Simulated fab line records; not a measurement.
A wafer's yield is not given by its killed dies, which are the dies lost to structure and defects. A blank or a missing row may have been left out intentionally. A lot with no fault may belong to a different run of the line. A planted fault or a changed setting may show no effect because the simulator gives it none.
Lot-split experiment    flow sky130    on a route of 708 steps: 5 lots, 23 wafers read

## ON THE SPLIT
At SKY_VIA2_CMP_24 (polishes, stops on SiO2, t overpolish 20 s, target thk 0 nm), the setting t-overpolish-s was moved away from the recipe's 20 s on 10 of the 23 wafers read, by -21.4% to +17.4%. The other wafers ran this setting at the recipe's value.

The reading is taken at the split's own step.

## THE READING
overpolish-run-s, in s, at SKY_VIA2_CMP_24 (polishes, stops on SiO2, t overpolish 20 s, target thk 0 nm). Typical for fault-free wafers on this fab line: 20.000 s, with standard deviation 0.0087 s.

wafer   tool, chamber at the split  t-overpolish-s as run, s  against the recipe  overpolish-run-s, s  against lot-mates on the recipe
L079.2  cmp-01, 2                   20                        recipe              19.998               -
L079.4  cmp-01, 3                   20                        recipe              19.999               -
L079.3  cmp-01, 0                   18.24                     -8.8%               18.233               -1.767
L079.1  cmp-01, 1                   18.24                     -8.8%               18.231               -1.769
L079.6  cmp-01, 3                   20                        recipe              20.003               -
L080.2  cmp-01, 0                   20                        recipe              20.005               -
L080.4  cmp-01, 1                   20                        recipe              20.001               -
L080.1  cmp-01, 2                   20                        recipe              19.977               -
L080.5  cmp-01, 3                   15.73                     -21.4%              15.734               -4.260
L080.6  cmp-01, 0                   15.73                     -21.4%              15.744               -4.250
L081.3  cmp-01, 1                   20                        recipe              20.002               -
L081.2  cmp-01, 2                   20                        recipe              19.998               -
L081.1  cmp-01, 3                   20                        recipe              19.994               -
L084.4  cmp-01, 3                   22                        +10.0%              21.998               +1.998
L084.2  cmp-01, 0                   22                        +10.0%              22.010               +2.011
L084.3  cmp-01, 1                   22                        +10.0%              22.016               +2.016
L084.6  cmp-01, 2                   20                        recipe              20.001               -
L084.5  cmp-01, 3                   20                        recipe              19.998               -
L085.1  cmp-01, 2                   23.49                     +17.4%              23.493               +3.497
L085.2  cmp-01, 3                   20                        recipe              19.996               -
L085.3  cmp-01, 0                   20                        recipe              19.997               -
L085.6  cmp-01, 1                   23.49                     +17.4%              23.486               +3.490
L085.5  cmp-01, 2                   23.49                     +17.4%              23.492               +3.496

THE FIT
A straight line over all 23 wafers: overpolish-run-s changes by +0.2 s for each +1% of t-overpolish-s; r = +1.00; the points scatter about the line by 0.0081 s.
The same after taking each lot's own level away (the mean of its wafers on the recipe; 23 wafers): +0.2 s for each +1%; r = +1.00; scatter 0.0084 s.
That fit puts the effect of the largest move of t-overpolish-s on the reading at 4.3 s.
Measured against the standard deviation above, the lots' own levels, which go from 19.9943 to 20.0000 s, span 0.7 times it.
Consequently the slope shifts little with the lot-to-lot level, the two slopes agreeing.
Check: -4.27 s against its lot-mates is what the line predicts for one of the wafers moved furthest among these (-21.4%) when that wafer is left out of the fit. It came out at -4.26 s against them.
Tool readings at the split's step, against how far the setting was moved: overpolish-run-s r = +1.00.

## THE OTHER SPLITS THESE WAFERS WENT THROUGH
Before the reading, these wafers also passed through other splits. Each is held against what the fit with the lots' levels taken away leaves over:
other split on the same wafers           wafers away from the commonest value  r with overpolish-run-s (lot level and that fit taken away)
SKY_LOCAL_INTERCONNECT_ETCH_13 time-s    11                                    +0.15
SKY_METAL1_SPUTTER_03 power-w            6                                     -0.19
SKY_METAL1_COAT_10 resist-thk-nm         8                                     -0.02
SKY_METAL1_DEVELOP_14 develop-time-s     12                                    +0.12
SKY_VIA1_HDPCVD_00 time-s                4                                     -0.08
SKY_VIA1_SPUTTER_20 chamber-pressure-pa  10                                    +0.14
SKY_METAL2_SPUTTER_04 time-s             6                                     -0.02
SKY_VIA2_CMP_02 leave-above-ref-nm       7                                     +0.00
SKY_VIA2_ETCH_14 source-w                5                                     +0.31

## FILE'S OWN FIT
overpolish-run-s changes by +0.2 s for each +1% of t-overpolish-s, r = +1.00.
